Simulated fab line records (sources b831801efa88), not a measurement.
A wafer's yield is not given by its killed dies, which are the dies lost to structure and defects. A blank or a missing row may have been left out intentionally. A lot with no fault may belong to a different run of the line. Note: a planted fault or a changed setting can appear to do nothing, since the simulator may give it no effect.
fab line records	flow sky130
record: lots: 13	wafers: 39	last_day: 50
route steps=708 shown FIELD_ISO@5 PWDE@52 NWELL@68 PAD_OPEN@708
lots with no fault: from the same line, run without faults
start_h: hours from the record's opening day to when the first of the lot's shown wafers began	wait_h: time in hours since the lot's previous step	" unchanged from the row above	L1.1+2: a single row standing in for several wafers	- value missing, or start not given	* or withheld: withheld	< > ~ a bound
route shown NAME@n: NAME is a module with steps in the file, n the number in the route of the first one	usual: average and standard deviation across the fault-free wafers	same: alike in all rows	chamber/n: place in a boat	sites: each site's reading	_std_site: standard deviation across them	_edge_site: outer sites' mean less inner sites'	radius_mm: how far each site lies from the wafer's centre	mask NAME#n: copy n	behind: tool/chamber where the wafer was last shaped	hold: cause of the lot's hold/its duration in hours/its outcome	device: the n, p or np transistor that did not switch	end of line: tests run on the same wafers once the route is complete	where a step has no rows: the recipe by itself	killed: dies that structure and defects cost at the first sort, which is not the same as the wafer's yield	map: a wafer's dies, x killed, . not, _ none there
set.NAME: the setting as run; set.NAME@STEP: as run at that earlier step	model.NAME: the simulator's own value behind a step, which no gauge read
route steps across a sampled set of lots; one table per step, one row per wafer
services: from which hour (start_h, from the record's first day; less than 0 if before it) a tool's chamber was out of use, for how many hours, and why
== steps ==
step: SKY_FIELD_ISO_THK_MEAS_04
recipe: reads: Si3N4_of_FIELD_ISO_CVD_03
usual: FIELD_ISO_CVD_03_THK: 149.0/1.4
lot.wafer	tool	chamber	start_h	wait_h	FIELD_ISO_CVD_03_THK[nm]
L351.2	film_metro-02	-	13.49	0.0	146.4
L351.3	"	-	"	"	148.6
L351.4	"	-	"	"	146.4
L353.2	film_metro-03	-	23.49	0.0	147.1
L353.4	"	-	"	"	147.8
L353.6	"	-	"	"	146.8
L354.1	film_metro-03	-	29.54	0.0	148.0
L354.3	"	-	"	"	149.3
L354.5	"	-	"	"	147.8
L356.1	film_metro-02	-	45.38	0.0	148.9
L356.3	"	-	"	"	148.6
L356.4	"	-	"	"	147.4
L358.1	film_metro-03	-	51.99	0.0	146.8
L358.2	"	-	"	"	145.8
L358.4	"	-	"	"	145.5
L359.2	film_metro-02	-	56.19	0.0	146.5
L359.4	"	-	"	"	146.9
L359.6	"	-	"	"	146.1
L364.1	film_metro-02	-	78.61	0.0	149.8
L364.4	"	-	"	"	149.8
L364.6	"	-	"	"	151.7
L366.1	film_metro-02	-	88.65	0.0	149.4
L366.4	"	-	"	"	148.6
L366.6	"	-	"	"	148.7
L367.2	film_metro-02	-	94.45	0.0	149.6
L367.3	"	-	"	"	150.2
L367.6	"	-	"	"	150.6
L368.2	film_metro-02	-	100.29	0.0	148.9
L368.3	"	-	"	"	149.6
L368.5	"	-	"	"	148.3
L369.2	film_metro-02	-	103.49	0.0	148.0
L369.4	"	-	"	"	149.1
L369.5	"	-	"	"	148.3
L370.2	film_metro-01	-	110.78	0.0	151.3
L370.4	"	-	"	"	151.4
L370.6	"	-	"	"	150.1
L373.1	film_metro-01	-	124.47	0.0	149.2
L373.3	"	-	"	"	150.0
L373.4	"	-	"	"	151.6
step: SKY_FIELD_ISO_CVD_24
recipe: material: SiO2	target_thk_nm: 595	temp_c: 650	sigma_open_frac: 0.3	time_s: 99.2	sih4_flow_sccm: 60	pressure_mtorr: 6
lot.wafer	tool	chamber	start_h	wait_h
L351.2+3+4	hdpcvd-02	1,2,1	29.46	0.0
L353.2+4+6	hdpcvd-02	1,1,2	40.01	0.0
L354.1+3+5	hdpcvd-01	2,0,1	46.86	0.1
L356.1+3+4	hdpcvd-01	0,2,2	63.37	0.1
L358.1+2+4	hdpcvd-01	2,0,1	72.08	2.1
L359.2+4+6	hdpcvd-01	2,1,0	75.31	0.0
L364.1+4+6	hdpcvd-02	0,2,1	100.15	0.1
L366.1+4+6	hdpcvd-02	1,2,0	108.68	0.1
L367.2+3+6	hdpcvd-02	1,2,0	115.24	0.0
L368.2+3+5	hdpcvd-01	1,2,2	121.23	0.0
L369.2+4+5	hdpcvd-01	1,1,0	125.40	0.0
L370.2+4+6	hdpcvd-01	0,0,2	132.12	0.0
L373.1+3+4	hdpcvd-01	1,2,0	145.71	0.1
step: SKY_FIELD_ISO_THK_MEAS_25
recipe: reads: SiO2_of_FIELD_ISO_CVD_24
usual: FIELD_ISO_CVD_24_THK: 594/7.1
lot.wafer	tool	chamber	start_h	wait_h	FIELD_ISO_CVD_24_THK[nm]
L351.2	film_metro-01	-	29.57	0.1	586
L351.3	"	-	"	"	601
L351.4	"	-	"	"	590
L353.2	film_metro-02	-	40.09	0.0	586
L353.4	"	-	"	"	589
L353.6	"	-	"	"	598
L354.1	film_metro-02	-	46.93	0.0	598
L354.3	"	-	"	"	591
L354.5	"	-	"	"	589
L356.1	film_metro-02	-	63.44	0.0	600
L356.3	"	-	"	"	589
L356.4	"	-	"	"	594
L358.1	film_metro-03	-	72.16	0.0	590
L358.2	"	-	"	"	596
L358.4	"	-	"	"	595
L359.2	film_metro-02	-	75.39	0.0	596
L359.4	"	-	"	"	593
L359.6	"	-	"	"	602
L364.1	film_metro-03	-	100.22	0.0	885
L364.4	"	-	"	"	602
L364.6	"	-	"	"	593
L366.1	film_metro-03	-	108.75	0.0	608
L366.4	"	-	"	"	606
L366.6	"	-	"	"	894
L367.2	film_metro-01	-	115.33	0.0	598
L367.3	"	-	"	"	595
L367.6	"	-	"	"	876
L368.2	film_metro-02	-	121.31	0.0	589
L368.3	"	-	"	"	588
L368.5	"	-	"	"	590
L369.2	film_metro-01	-	125.48	0.0	590
L369.4	"	-	"	"	582
L369.5	"	-	"	"	592
L370.2	film_metro-02	-	132.21	0.0	588
L370.4	"	-	"	"	595
L370.6	"	-	"	"	598
L373.1	film_metro-03	-	145.78	0.0	586
L373.3	"	-	"	"	582
L373.4	"	-	"	"	590
step: SKY_FIELD_ISO_CMP_27
recipe: stop_on: Si3N4	t_overpolish_s: 16	down_force_psi: 4	platen_rpm: 60	target_thk_nm: 457.8	pad_velocity_m_s: 0.94248
usual: motor_current_A: 11.6/1.2	time_to_endpoint_s: 112/3.5
lot.wafer	tool	chamber	start_h	wait_h	motor_current_A	time_to_endpoint_s
L351.2	cmp-02	0	31.27	0.1	10.9	118
L351.3	"	1	"	"	11.8	114
L351.4	"	2	"	"	10.2	115
L353.2	cmp-02	2	42.98	0.0	10.6	115
L353.4	"	0	"	"	11.4	116
L353.6	"	3	"	"	11.5	118
L354.3	cmp-01	1	49.74	0.2	14.1	110
L354.1	"	2	"	"	10.8	109
L354.5	"	0	"	"	10.4	110
L356.3	cmp-01	2	65.42	0.4	11.4	113
L356.1	"	3	"	"	13.5	112
L356.4	"	0	"	"	10.8	112
L358.2	cmp-02	2	74.04	0.0	10.3	107
L358.4	"	0	"	"	11.6	113
L358.1	"	1	"	"	11.4	107
L359.2	cmp-01	2	77.99	0.1	10.3	114
L359.4	"	3	"	"	13.5	115
L359.6	"	1	"	"	14.3	114
L364.4	cmp-02	3	102.38	0.0	11.7	113
L364.1	"	0	"	"	11.6	171
L364.6	"	0	"	"	11.0	116
L366.4	cmp-02	1	110.36	0.1	10.7	111
L366.1	"	3	"	"	11.4	106
L366.6	"	1	"	"	11.6	162
L367.2	cmp-01	1	118.27	0.1	13.6	116
L367.3	"	3	"	"	14.1	111
L367.6	"	0	"	"	10.7	166
L368.2	cmp-01	1	124.27	0.1	13.5	106
L368.3	"	2	"	"	10.3	108
L368.5	"	0	"	"	10.8	111
L369.4	cmp-01	2	128.23	0.0	10.2	110
L369.2	"	0	"	"	10.7	113
L369.5	"	3	"	"	13.4	108
L370.2	cmp-02	1	135.08	0.0	11.4	111
L370.4	"	0	"	"	11.5	113
L370.6	"	2	"	"	10.1	110
L373.1	cmp-01	1	148.49	0.1	13.6	111
L373.3	"	2	"	"	10.8	111
L373.4	"	3	"	"	13.0	112
step: SKY_PWDE_OVL_MEAS_07
usual: PWDE_OVL: -0.6/1.3
lot.wafer	tool	chamber	start_h	wait_h	PWDE_OVL[nm]
L351.2	overlay-01	-	65.02	-	-2.7
L351.3	"	-	"	"	-2.0
L351.4	"	-	"	"	-2.4
L353.2	overlay-01	-	78.27	-	-1.5
L353.4	"	-	"	"	-0.1
L353.6	"	-	"	"	-1.1
L354.1	overlay-01	-	85.46	-	-0.1
L354.3	"	-	"	"	-0.2
L354.5	"	-	"	"	-1.5
L356.1	overlay-02	-	103.66	-	-1.6
L356.3	"	-	"	"	-0.7
L356.4	"	-	"	"	-0.7
L358.1	overlay-01	-	112.06	-	-0.7
L358.2	"	-	"	"	0.5
L358.4	"	-	"	"	-1.0
L359.2	overlay-02	-	116.22	-	-0.2
L359.4	"	-	"	"	0.6
L359.6	"	-	"	"	0.9
L364.1	overlay-01	-	142.66	-	-1.6
L364.4	"	-	"	"	-0.2
L364.6	"	-	"	"	-1.2
L366.1	overlay-02	-	153.21	-	-1.3
L366.4	"	-	"	"	-2.7
L366.6	"	-	"	"	-2.1
L367.2	overlay-02	-	158.57	-	-0.1
L367.3	"	-	"	"	1.5
L367.6	"	-	"	"	0.4
L368.2	overlay-02	-	165.17	-	0.5
L368.3	"	-	"	"	0.1
L368.5	"	-	"	"	-2.1
L369.2	overlay-02	-	169.02	-	-1.4
L369.4	"	-	"	"	0.0
L369.5	"	-	"	"	0.3
L370.2	overlay-02	-	177.72	-	-1.9
L370.4	"	-	"	"	-0.9
L370.6	"	-	"	"	-1.4
L373.1	overlay-01	-	189.81	-	-2.5
L373.3	"	-	"	"	-2.2
L373.4	"	-	"	"	0.5
step: SKY_NWELL_TW_MEAS_15
usual: NWELL_TW: 1818/10
lot.wafer	tool	chamber	start_h	wait_h	NWELL_TW
L351.2	film_metro-03	-	82.31	0.1	1823
L351.3	"	-	"	"	1821
L351.4	"	-	"	"	1808
L353.2	film_metro-01	-	96.73	0.1	1822
L353.4	"	-	"	"	1833
L353.6	"	-	"	"	1835
L354.1	film_metro-01	-	103.87	0.1	1829
L354.3	"	-	"	"	1830
L354.5	"	-	"	"	1839
L356.1	film_metro-04	-	123.82	0.1	1816
L356.3	"	-	"	"	1807
L356.4	"	-	"	"	1814
L358.1	film_metro-03	-	131.72	0.1	1825
L358.2	"	-	"	"	1825
L358.4	"	-	"	"	1825
L359.2	film_metro-03	-	135.81	0.1	1817
L359.4	"	-	"	"	1822
L359.6	"	-	"	"	1812
L364.1	film_metro-01	-	162.90	0.1	1802
L364.4	"	-	"	"	1814
L364.6	"	-	"	"	1808
L366.1	film_metro-01	-	174.60	0.1	1807
L366.4	"	-	"	"	1823
L366.6	"	-	"	"	1814
L367.2	film_metro-03	-	179.61	0.1	1820
L367.3	"	-	"	"	1808
L367.6	"	-	"	"	1816
L368.2	film_metro-03	-	185.81	0.1	1815
L368.3	"	-	"	"	1826
L368.5	"	-	"	"	1823
L369.2	film_metro-01	-	190.18	0.1	1823
L369.4	"	-	"	"	1826
L369.5	"	-	"	"	1818
L370.2	film_metro-03	-	198.93	0.1	1837
L370.4	"	-	"	"	1841
L370.6	"	-	"	"	1835
L373.1	film_metro-04	-	211.20	0.1	1800
L373.3	"	-	"	"	1808
L373.4	"	-	"	"	1805
step: SKY_PAD_OPEN_PROBE_99
usual: killed_at_M0_to_M3: 42/7.6	killed_at_M4_up: 3.4/2	killed_at_contacts: 24/5.9	killed_at_front_end: 16/4.5	killed_at_other: 0.4/0.58	killed_dies: 86/10	killed_open: 47/7.6	killed_short: 39/6.7
same: gross_dies: 492	killed_at_back_side: 0
lot.wafer	tool	chamber	start_h	wait_h	killed_at_M0_to_M3	killed_at_M4_up	killed_at_contacts	killed_at_front_end	killed_at_other	killed_dies	killed_open	killed_short
L351.2	prober-02	-	1070.18	0.1	39	2	20	14	0	75	34	41
L351.3	prober-02	-	1070.23	0.2	45	1	18	20	0	84	48	36
L351.4	prober-02	-	1070.28	0.2	39	3	23	5	0	70	41	29
L353.2	prober-02	-	1087.33	0.1	38	5	18	15	1	77	34	42
L353.4	prober-02	-	1087.43	0.2	42	3	29	28	1	103	58	45
L353.6	prober-02	-	1087.53	0.2	48	2	20	20	1	91	49	40
L354.1	prober-02	-	1096.78	0.1	36	2	34	23	0	95	46	49
L354.3	prober-02	-	1096.88	0.2	35	5	23	22	0	85	43	42
L354.5	prober-02	-	1096.98	0.2	37	3	13	17	1	71	33	37
L356.1	prober-02	-	1119.62	0.1	23	4	28	18	0	73	43	30
L356.3	prober-02	-	1119.72	0.2	40	5	23	18	0	86	49	37
L356.4	prober-02	-	1119.77	0.2	37	1	26	21	0	85	44	41
L358.1	prober-02	-	1124.18	0.1	55	5	28	21	0	109	57	52
L358.2	prober-02	-	1124.23	0.1	47	1	25	12	0	85	44	41
L358.4	prober-02	-	1124.33	0.2	31	3	10	15	0	59	25	34
L359.2	prober-02	-	1130.13	0.1	52	3	23	12	0	90	49	41
L359.4	prober-02	-	1130.23	0.2	62	2	28	14	1	107	56	51
L359.6	prober-02	-	1130.33	0.2	49	1	28	16	0	94	58	36
L364.1	prober-02	-	1150.98	0.1	42	8	18	16	0	84	55	29
L364.4	prober-02	-	1151.13	0.2	59	4	21	20	1	105	52	53
L364.6	prober-02	-	1151.23	0.2	47	4	30	18	0	99	47	52
L366.1	prober-02	-	1166.68	0.1	48	7	26	14	0	95	49	44
L366.4	prober-02	-	1166.83	0.2	49	7	31	14	0	101	54	47
L366.6	prober-02	-	1166.93	0.2	49	3	34	13	0	99	56	40
L367.2	prober-02	-	1168.98	0.1	53	2	19	9	1	84	58	26
L367.3	prober-02	-	1169.03	0.2	38	2	26	7	1	74	47	27
L367.6	prober-02	-	1169.18	0.2	45	3	26	13	0	87	42	45
L368.2	prober-02	-	1173.73	0.1	42	2	27	17	1	89	46	41
L368.3	prober-02	-	1173.78	0.2	46	2	20	11	0	79	48	30
L368.5	prober-02	-	1173.88	0.2	55	2	31	11	0	99	57	41
L369.2	prober-02	-	1179.88	0.1	36	1	17	13	0	67	35	32
L369.4	prober-02	-	1179.98	0.2	61	1	25	16	1	104	52	52
L369.5	prober-02	-	1180.03	0.2	37	3	19	15	0	74	47	27
L370.2	prober-02	-	1183.13	0.1	30	2	24	21	1	78	33	45
L370.4	prober-02	-	1183.23	0.2	30	4	16	17	1	68	28	39
L370.6	prober-02	-	1183.33	0.2	40	2	19	20	0	81	34	47
L373.1	prober-02	-	1195.63	0.1	43	2	32	17	0	94	54	38
L373.3	prober-02	-	1195.73	0.2	40	4	26	16	1	87	49	38
L373.4	prober-02	-	1195.78	0.2	40	1	15	21	0	77	48	28
killed by level:class
L351.2 CONTACT:geometric_particle:open=9 VIA1:geometric_particle:open=9 METAL1:geometric_particle:short=6 METAL2:geometric_particle:short=5 CONTACT:geometric_particle:short=4 VIA1:geometric_particle:short=4 VIA2:geometric_particle:open=4 FIELD_ISO:geometric_particle:short=3
L351.3 VIA1:geometric_particle:open=13 VIA2:geometric_particle:open=7 POLY_GATE:geometric_particle:short=6 LI_CONTACT:geometric_particle:open=6 CONTACT:geometric_particle:open=6 METAL1:geometric_particle:short=6 VIA3:geometric_particle:open=6 FIELD_ISO:geometric_particle:short=5
L351.4 CONTACT:geometric_particle:open=9 VIA1:geometric_particle:open=8 LI_CONTACT:geometric_particle:open=8 METAL1:geometric_particle:short=6 METAL1:geometric_particle:open=5 VIA2:geometric_particle:open=4 VIA3:geometric_particle:open=4 CONTACT:geometric_particle:short=3
L353.2 VIA1:geometric_particle:open=8 FIELD_ISO:geometric_particle:short=6 VIA1:geometric_particle:short=6 LI_CONTACT:geometric_particle:open=5 CONTACT:geometric_particle:open=5 CONTACT:geometric_particle:short=4 METAL1:geometric_particle:short=4 VIA2:geometric_particle:open=4
L353.4 CONTACT:geometric_particle:open=12 POLY_GATE:geometric_particle:open=11 VIA1:geometric_particle:open=10 LI_CONTACT:geometric_particle:open=8 METAL2:geometric_particle:short=8 LOCAL_INTERCONNECT:geometric_particle:short=5 FIELD_ISO:geometric_particle:short=5 SPACER:geometric_particle:open=5
L353.6 VIA1:geometric_particle:open=13 CONTACT:geometric_particle:open=10 VIA1:geometric_particle:short=9 METAL1:geometric_particle:short=7 VIA2:geometric_particle:open=6 FIELD_ISO:geometric_particle:open=5 POLY_GATE:geometric_particle:open=4 SPACER:geometric_particle:short=3
L354.1 LI_CONTACT:geometric_particle:open=11 VIA1:geometric_particle:open=8 LI_CONTACT:geometric_particle:short=7 CONTACT:geometric_particle:short=7 VIA3:geometric_particle:open=6 FIELD_ISO:geometric_particle:short=5 METAL2:geometric_particle:short=5 POLY_GATE:geometric_particle:short=4
L354.3 CONTACT:geometric_particle:open=10 FIELD_ISO:geometric_particle:short=7 VIA1:geometric_particle:open=6 VIA1:geometric_particle:short=6 VIA3:geometric_particle:open=6 VIA3:geometric_particle:short=4 LI_CONTACT:geometric_particle:open=4 LOCAL_INTERCONNECT:geometric_particle:short=4
L354.5 VIA1:geometric_particle:open=9 POLY_GATE:geometric_particle:short=6 VIA1:geometric_particle:short=5 LOCAL_INTERCONNECT:geometric_particle:short=5 METAL2:geometric_particle:short=5 VIA3:geometric_particle:open=5 FIELD_ISO:geometric_particle:open=3 LI_CONTACT:geometric_particle:open=3
L356.1 CONTACT:geometric_particle:open=11 POLY_GATE:geometric_particle:short=6 POLY_GATE:geometric_particle:open=6 CONTACT:geometric_particle:short=5 LOCAL_INTERCONNECT:geometric_particle:short=5 LI_CONTACT:geometric_particle:open=4 VIA1:geometric_particle:open=4 VIA2:geometric_particle:open=4
L356.3 VIA1:geometric_particle:open=11 VIA3:geometric_particle:open=9 CONTACT:geometric_particle:open=8 LI_CONTACT:geometric_particle:open=6 VIA2:geometric_particle:open=6 METAL4:geometric_particle:short=5 POLY_GATE:geometric_particle:short=4 POLY_GATE:geometric_particle:open=4
L356.4 FIELD_ISO:geometric_particle:short=8 LI_CONTACT:geometric_particle:open=7 VIA1:geometric_particle:open=7 CONTACT:geometric_particle:open=7 METAL1:geometric_particle:short=7 CONTACT:geometric_particle:short=6 POLY_GATE:geometric_particle:open=5 VIA2:geometric_particle:open=5
L358.1 VIA2:geometric_particle:open=12 VIA1:geometric_particle:open=12 CONTACT:geometric_particle:open=10 CONTACT:geometric_particle:short=7 VIA3:geometric_particle:open=7 FIELD_ISO:geometric_particle:open=6 FIELD_ISO:geometric_particle:short=6 METAL1:geometric_particle:short=6
L358.2 VIA1:geometric_particle:open=12 CONTACT:geometric_particle:open=9 VIA1:geometric_particle:short=7 VIA3:geometric_particle:open=7 LI_CONTACT:geometric_particle:open=5 LOCAL_INTERCONNECT:geometric_particle:short=5 CONTACT:geometric_particle:short=5 METAL1:geometric_particle:short=5
L358.4 METAL2:geometric_particle:short=6 VIA1:geometric_particle:open=6 POLY_GATE:geometric_particle:short=5 METAL1:geometric_particle:short=5 FIELD_ISO:geometric_particle:short=4 FIELD_ISO:geometric_particle:open=3 LOCAL_INTERCONNECT:geometric_particle:short=3 VIA3:geometric_particle:open=3
L359.2 VIA1:geometric_particle:open=17 LOCAL_INTERCONNECT:geometric_particle:short=10 VIA3:geometric_particle:open=9 METAL1:geometric_particle:short=8 FIELD_ISO:geometric_particle:open=6 FIELD_ISO:geometric_particle:short=5 CONTACT:geometric_particle:open=5 VIA2:geometric_particle:open=5
L359.4 VIA2:geometric_particle:open=14 VIA1:geometric_particle:open=11 CONTACT:geometric_particle:open=9 METAL2:geometric_particle:short=9 LI_CONTACT:geometric_particle:open=7 CONTACT:geometric_particle:short=7 METAL1:geometric_particle:short=7 VIA3:geometric_particle:open=6
L359.6 VIA3:geometric_particle:open=10 VIA2:geometric_particle:open=10 LI_CONTACT:geometric_particle:open=9 CONTACT:geometric_particle:open=7 VIA1:geometric_particle:open=7 VIA1:geometric_particle:short=7 CONTACT:geometric_particle:short=6 POLY_GATE:geometric_particle:open=4
L364.1 VIA1:geometric_particle:open=13 LI_CONTACT:geometric_particle:open=7 VIA3:geometric_particle:open=7 FIELD_ISO:geometric_particle:open=6 METAL1:geometric_particle:short=6 VIA2:geometric_particle:open=6 CONTACT:geometric_particle:open=5 CONTACT:geometric_particle:short=5
L364.4 VIA1:geometric_particle:open=11 METAL1:geometric_particle:short=9 LI_CONTACT:geometric_particle:open=8 VIA2:geometric_particle:open=8 VIA3:geometric_particle:open=8 VIA1:geometric_particle:short=7 POLY_GATE:geometric_particle:short=5 CONTACT:geometric_particle:open=5
L364.6 VIA2:geometric_particle:open=9 VIA3:geometric_particle:open=9 CONTACT:geometric_particle:open=9 CONTACT:geometric_particle:short=8 LOCAL_INTERCONNECT:geometric_particle:short=6 VIA1:geometric_particle:short=6 VIA2:geometric_particle:short=6 LI_CONTACT:geometric_particle:open=4
L366.1 VIA1:geometric_particle:open=12 LI_CONTACT:geometric_particle:open=11 CONTACT:geometric_particle:open=8 VIA1:geometric_particle:short=7 METAL1:geometric_particle:short=5 VIA2:geometric_particle:open=5 FIELD_ISO:geometric_particle:open=4 METAL2:geometric_particle:short=4
L366.4 VIA1:geometric_particle:open=13 CONTACT:geometric_particle:open=10 LI_CONTACT:geometric_particle:open=8 VIA3:geometric_particle:short=6 VIA2:geometric_particle:open=6 METAL2:geometric_particle:short=6 VIA3:geometric_particle:open=5 METAL4:geometric_particle:short=5
L366.6 LI_CONTACT:geometric_particle:open=13 CONTACT:geometric_particle:open=8 VIA1:geometric_particle:open=8 VIA2:geometric_particle:open=8 CONTACT:geometric_particle:short=7 VIA3:geometric_particle:open=6 METAL2:geometric_particle:short=5 METAL2:geometric_particle:open=5
L367.2 VIA1:geometric_particle:open=12 CONTACT:geometric_particle:open=9 VIA2:geometric_particle:open=9 VIA3:geometric_particle:open=8 METAL2:geometric_particle:short=7 LI_CONTACT:geometric_particle:open=5 FIELD_ISO:geometric_particle:open=4 SPACER:geometric_particle:open=3
L367.3 CONTACT:geometric_particle:open=14 VIA1:geometric_particle:open=12 LI_CONTACT:geometric_particle:open=5 METAL1:geometric_particle:short=5 VIA3:geometric_particle:open=5 METAL2:geometric_particle:short=4 FIELD_ISO:geometric_particle:open=3 LI_CONTACT:geometric_particle:short=3
L367.6 CONTACT:geometric_particle:open=9 VIA1:geometric_particle:short=9 VIA1:geometric_particle:open=9 VIA3:geometric_particle:open=7 CONTACT:geometric_particle:short=7 METAL2:geometric_particle:short=6 VIA2:geometric_particle:open=5 LI_CONTACT:geometric_particle:open=5
L368.2 VIA1:geometric_particle:open=10 LI_CONTACT:geometric_particle:open=9 CONTACT:geometric_particle:open=7 CONTACT:geometric_particle:short=6 VIA3:geometric_particle:open=6 METAL2:geometric_particle:short=5 METAL3:geometric_particle:short=5 POLY_GATE:geometric_particle:open=4
L368.3 VIA1:geometric_particle:open=9 CONTACT:geometric_particle:open=8 METAL1:geometric_particle:short=7 VIA3:geometric_particle:open=7 LI_CONTACT:geometric_particle:open=6 VIA1:geometric_particle:short=4 METAL2:geometric_particle:short=4 FIELD_ISO:geometric_particle:short=3
L368.5 VIA1:geometric_particle:open=16 CONTACT:geometric_particle:open=12 LI_CONTACT:geometric_particle:open=9 VIA2:geometric_particle:open=8 METAL3:geometric_particle:short=7 CONTACT:geometric_particle:short=6 METAL2:geometric_particle:short=6 POLY_GATE:geometric_particle:short=5
L369.2 LI_CONTACT:geometric_particle:open=8 METAL2:geometric_particle:short=8 VIA2:geometric_particle:open=7 METAL1:geometric_particle:short=6 POLY_GATE:geometric_particle:open=5 CONTACT:geometric_particle:open=5 POLY_GATE:geometric_particle:short=4 VIA1:geometric_particle:open=4
L369.4 VIA1:geometric_particle:open=12 LI_CONTACT:geometric_particle:open=11 METAL1:geometric_particle:short=10 METAL2:geometric_particle:short=10 FIELD_ISO:geometric_particle:short=6 VIA3:geometric_particle:open=6 LI_CONTACT:geometric_particle:short=5 CONTACT:geometric_particle:open=5
L369.5 VIA1:geometric_particle:open=9 VIA2:geometric_particle:open=8 LI_CONTACT:geometric_particle:open=6 CONTACT:geometric_particle:open=6 FIELD_ISO:geometric_particle:open=5 CONTACT:geometric_particle:short=5 METAL2:geometric_particle:short=5 VIA1:geometric_particle:short=4
L370.2 FIELD_ISO:geometric_particle:short=9 CONTACT:geometric_particle:open=9 VIA1:geometric_particle:short=5 VIA1:geometric_particle:open=5 LI_CONTACT:geometric_particle:open=4 POLY_GATE:geometric_particle:short=4 LOCAL_INTERCONNECT:geometric_particle:short=4 CONTACT:geometric_particle:short=4
L370.4 VIA1:geometric_particle:open=8 FIELD_ISO:geometric_particle:short=5 LOCAL_INTERCONNECT:geometric_particle:short=5 METAL1:geometric_particle:short=5 VIA1:geometric_particle:short=5 CONTACT:geometric_particle:open=4 FIELD_ISO:geometric_particle:open=3 POLY_GATE:geometric_particle:open=3
L370.6 METAL1:geometric_particle:short=7 VIA1:geometric_particle:open=7 METAL2:geometric_particle:short=7 CONTACT:geometric_particle:open=6 FIELD_ISO:geometric_particle:short=5 SPACER:geometric_particle:short=5 LOCAL_INTERCONNECT:geometric_particle:short=5 POLY_GATE:geometric_particle:short=4
L373.1 LI_CONTACT:geometric_particle:open=11 CONTACT:geometric_particle:open=9 VIA3:geometric_particle:open=9 VIA2:geometric_particle:open=5 LOCAL_INTERCONNECT:geometric_particle:short=5 CONTACT:geometric_particle:short=5 VIA1:geometric_particle:open=5 POLY_GATE:geometric_particle:open=4
L373.3 CONTACT:geometric_particle:open=9 METAL1:geometric_particle:short=8 LI_CONTACT:geometric_particle:open=7 VIA1:geometric_particle:open=7 LOCAL_INTERCONNECT:geometric_particle:short=5 METAL2:geometric_particle:short=5 VIA3:geometric_particle:open=5 POLY_GATE:geometric_particle:open=4
L373.4 VIA1:geometric_particle:open=10 VIA3:geometric_particle:open=9 CONTACT:geometric_particle:open=5 POLY_GATE:geometric_particle:open=5 METAL2:geometric_particle:short=5 FIELD_ISO:geometric_particle:short=4 FIELD_ISO:geometric_particle:open=3 POLY_GATE:geometric_particle:short=3
== services ==
tool	chamber	start_h	hours	kind
cmp-01	-	16.17	1.8	repair
cmp-01	-	26.02	9.6	pm
hdpcvd-02	0	27.68	5.7	repair
hdpcvd-01	1	31.33	3.7	repair
cmp-01	-	39.89	2.5	repair
cmp-01	-	41.39	4.1	repair
cmp-02	-	45.52	5.4	pm
cmp-01	-	51.55	2.7	repair
cmp-02	-	64.26	4.0	pm
hdpcvd-01	-	66.08	6.0	pm
hdpcvd-02	-	66.75	15.0	pm
hdpcvd-02	0	66.75	15.0	vent_cycle
hdpcvd-02	1	66.75	15.0	vent_cycle
hdpcvd-02	2	66.75	15.0	vent_cycle
cmp-02	-	68.26	-	consumable_replace:conditioner
cmp-02	-	68.26	-	consumable_replace:pad
hdpcvd-02	0	81.75	-	clean
hdpcvd-02	1	81.75	-	clean
hdpcvd-02	2	81.75	-	clean
cmp-01	-	87.36	23.5	repair
cmp-02	-	123.07	5.2	pm
cmp-01	-	128.67	4.1	pm
cmp-01	-	133.89	2.6	repair
== key ==
first_sign: step: SKY_FIELD_ISO_THK_MEAS_25	reading: FIELD_ISO_CVD_24_THK	direction: up	sigmas: 41	usual: 594	struck: 885
effect: step: SKY_FIELD_ISO_CMP_27	reading: time_to_endpoint_s	direction: up	sigmas: 16	usual: *	struck: *
met_at SKY_FIELD_ISO_CVD_24
struck_lots L364,L366,L367
struck_wafers L364.1,L366.6,L367.6
tester_left_out L364,L366,L367
not_acting_at SKY_FIELD_ISO_THK_MEAS_04,SKY_PWDE_OVL_MEAS_07,SKY_NWELL_TW_MEAS_15
fault: kind: process_parameter_drift	tool: hdpcvd-02	chamber: 0	onset_h: 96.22	steps: SKY_FIELD_ISO_CVD_24	channel: target_thk_nm	offset: 282.62	shape: step	end_h: 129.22	acts_in: these_recipes_only	stated: 595
tester_left_out: of these lots the tester's yield and bins aren't shown, on N5 and GAA mostly nor the transistor test; their killed dies are dies lost to structure and defects alone, not to doping, threshold or leakage, so they don't give the yield
